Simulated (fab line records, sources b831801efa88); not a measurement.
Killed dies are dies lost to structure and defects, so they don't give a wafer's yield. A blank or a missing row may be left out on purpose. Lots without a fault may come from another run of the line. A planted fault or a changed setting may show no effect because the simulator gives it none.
Which tool did it? | flow gf180mcu | 14 lots, 42 wafers sampled, at 4 steps of a route of 602

WHAT THE GAUGES READ, wafer by wafer
GF_SAB_OVL_MEAS_10. Usual: SAB_OVL 0.7 nm, standard deviation 1.5.
lot  | measured     | on         | SAB_OVL (nm)   | flag
L400 | day 15 02:26 | overlay-01 | -1.0 -1.3 -0.2 |
L401 | day 15 06:19 | overlay-02 | 0.1 0.0 1.4    |
L402 | day 15 16:13 | overlay-01 | 1.2 -0.8 -0.3  |
L404 | day 16 09:23 | overlay-02 | 1.6 0.3 0.7    |
L406 | day 17 02:56 | overlay-02 | -1.2 0.7 -1.0  |
L408 | day 17 17:17 | overlay-01 | 0.6 0.8 2.2    |
L412 | day 19 18:07 | overlay-02 | -0.7 1.1 -0.5  |
L413 | day 19 23:37 | overlay-02 | 1.4 0.2 0.4    |
L416 | day 20 22:52 | overlay-01 | 0.2 -0.4 1.5   |
L418 | day 21 12:02 | overlay-02 | -1.8 -1.0 0.2  |
L420 | day 22 03:39 | overlay-02 | 3.1 3.1 3.3    |
L422 | day 22 23:42 | overlay-01 | 0.4 1.1 -1.9   |
L421 | day 22 23:47 | overlay-02 | 1.6 2.4 1.0    |
L423 | day 23 09:38 | overlay-02 | 1.1 1.5 2.2    |

WHICH TOOL RAN EACH LOT (tool, then ch and the chambers of the sampled wafers, then the start)
lot  | GF_PSD_RTA_13                    | GF_SAB_CVD_00                   | GF_SAB_SOFTBAKE_05
L400 | rtp_anneal-01 ch 0, day 14 04:45 | pecvd-03 ch 0,1, day 14 05:05   | litho_track-01 ch 0, day 14 16:07
L401 | rtp_anneal-01 ch 0, day 14 10:14 | pecvd-02 ch 0,1,2, day 14 10:34 | litho_track-01 ch 0, day 14 20:31
L402 | rtp_anneal-01 ch 0, day 14 19:04 | pecvd-02 ch 0,1,2, day 14 19:23 | litho_track-03 ch 0, day 15 04:51
L404 | rtp_anneal-01 ch 0, day 15 11:17 | pecvd-03 ch 0,1, day 15 11:35   | litho_track-01 ch 0, day 15 22:46
L406 | rtp_anneal-01 ch 0, day 16 04:34 | pecvd-02 ch 0,1, day 16 04:53   | litho_track-03 ch 0, day 16 16:10
L408 | rtp_anneal-02 ch 0, day 16 18:55 | pecvd-01 ch 0,1, day 16 19:13   | litho_track-01 ch 0, day 17 06:03
L412 | rtp_anneal-01 ch 0, day 18 17:32 | pecvd-03 ch 0,1, day 18 17:50   | litho_track-01 ch 0, day 19 05:29
L413 | rtp_anneal-01 ch 0, day 18 23:13 | pecvd-01 ch 0,2, day 18 23:31   | litho_track-01 ch 0, day 19 11:20
L416 | rtp_anneal-02 ch 0, day 19 22:40 | pecvd-01 ch 1,2, day 19 22:58   | litho_track-03 ch 0, day 20 11:08
L418 | rtp_anneal-02 ch 0, day 20 12:05 | pecvd-01 ch 0,2, day 20 12:23   | litho_track-02 ch 0, day 21 00:08
L420 | rtp_anneal-01 ch 0, day 21 04:19 | pecvd-03 ch 0,2, day 21 04:37   | litho_track-03 ch 0, day 21 16:13
L422 | rtp_anneal-02 ch 0, day 21 23:58 | pecvd-02 ch 0,2, day 22 00:17   | litho_track-01 ch 0, day 22 11:57
L421 | rtp_anneal-01 ch 0, day 22 00:13 | pecvd-01 ch 0,1,2, day 22 00:32 | litho_track-02 ch 0, day 22 12:00
L423 | rtp_anneal-02 ch 0, day 22 10:43 | pecvd-01 ch 1, day 22 11:02     | litho_track-03 ch 0, day 22 22:50
- GF_PSD_RTA_13: time 20 s.
- GF_SAB_CVD_00: deposits SiO2 from TEOS, target thk 50 nm, time 4.9302 s.
- GF_SAB_SOFTBAKE_05: time 60 s.

WHAT THE TOOLS THEMSELVES READ (means of the sampled wafers that have a number; where no wafer has one, the mark that the record gives instead)
GF_PSD_RTA_13. Usual: lamp_power_pct 33 %, standard deviation 6.2; wafer_temp_C_max 1028.5, standard deviation 1.1.
lot  | tool          | lamp_power_pct (%) | wafer_temp_C_max | flag
L400 | rtp_anneal-01 | 38                 | 1028.2           |
L401 | rtp_anneal-01 | 38                 | 1028.1           |
L402 | rtp_anneal-01 | 38                 | 1028.1           |
L404 | rtp_anneal-01 | 38                 | 1027.9           |
L406 | rtp_anneal-01 | 38                 | 1028.7           |
L408 | rtp_anneal-02 | 25                 | 1029.6           |
L412 | rtp_anneal-01 | 38                 | 1027.8           |
L413 | rtp_anneal-01 | 38                 | 1027.9           |
L416 | rtp_anneal-02 | 25                 | 1028.1           |
L418 | rtp_anneal-02 | 25                 | 1028.8           |
L420 | rtp_anneal-01 | 38                 | 1027.7           |
L422 | rtp_anneal-02 | 25                 | 1029.0           |
L421 | rtp_anneal-01 | 38                 | 1027.7           |
L423 | rtp_anneal-02 | 25                 | 1029.0           |

GF_SAB_CVD_00. Usual: heater_power_outer_w 404 W, standard deviation 69; heater_power_w 678 W, standard deviation 110.
lot  | tool     | heater_power_outer_w (W) | heater_power_w (W) | flag
L400 | pecvd-03 | 509                      | 799                |
L401 | pecvd-02 | 415                      | 697                |
L402 | pecvd-02 | 408                      | 689                |
L404 | pecvd-03 | 475                      | 779                |
L406 | pecvd-02 | 410                      | 677                |
L408 | pecvd-01 | 349                      | 579                |
L412 | pecvd-03 | 438                      | 762                |
L413 | pecvd-01 | 357                      | 632                |
L416 | pecvd-01 | 385                      | 616                |
L418 | pecvd-01 | 361                      | 661                |
L420 | pecvd-03 | 373                      | 648                |
L422 | pecvd-02 | 423                      | 715                |
L421 | pecvd-01 | 375                      | 634                |
L423 | pecvd-01 | 333                      | 502                |

GF_SAB_SOFTBAKE_05. Usual: chill_plate_temp_C 23.02 C, standard deviation 0.11; exhaust_pa 45.0 Pa, standard deviation 0.95; run_length_s 89.18 s, standard deviation 0.27.
lot  | tool           | chill_plate_temp_C (C) | exhaust_pa (Pa) | run_length_s (s) | flag
L400 | litho_track-01 | 23.03                  | 44.3            | 88.86            |
L401 | litho_track-01 | 22.99                  | 44.1            | 88.87            |
L402 | litho_track-03 | 22.98                  | 45.2            | 89.49            |
L404 | litho_track-01 | 23.08                  | 44.3            | 88.88            |
L406 | litho_track-03 | 23.06                  | 47.1            | 89.57            |
L408 | litho_track-01 | 22.88                  | 45.0            | 88.92            |
L412 | litho_track-01 | 22.94                  | 44.4            | 92.49            | OFF
L413 | litho_track-01 | 22.93                  | 45.8            | 92.35            | OFF
L416 | litho_track-03 | 23.14                  | 45.3            | 89.52            |
L418 | litho_track-02 | 22.99                  | 45.1            | 89.14            |
L420 | litho_track-03 | 23.12                  | 45.2            | 89.53            |
L422 | litho_track-01 | 23.11                  | 44.2            | 88.86            |
L421 | litho_track-02 | 23.04                  | 45.1            | 89.16            |
L423 | litho_track-03 | 22.97                  | 44.9            | 89.58            |

THE ANSWER, worked out from the rows above alone
Rule: a lot is off if the mean of its wafers that have a number lies more than 3 standard deviations from the usual mean. A lot without any number at a reading at which 4 lots or more have one is off too. The other lots that the step has rows for count as sound. The gauges are gone through in route order, then the tools' own readings, and for those a lot's mean is taken as printed above. The first step at which some lot is off is used, and at that step the reading that is off furthest; a lot without a number counts as furthest.
Off: L412, L413, at GF_SAB_SOFTBAKE_05 (run_length_s).
A tool fits if, at that step or a process step before it, it ran every lot that is off, and no sound lot after the first of them. None of those tried fits.

WHAT THE SIMULATOR HAD PUT IN
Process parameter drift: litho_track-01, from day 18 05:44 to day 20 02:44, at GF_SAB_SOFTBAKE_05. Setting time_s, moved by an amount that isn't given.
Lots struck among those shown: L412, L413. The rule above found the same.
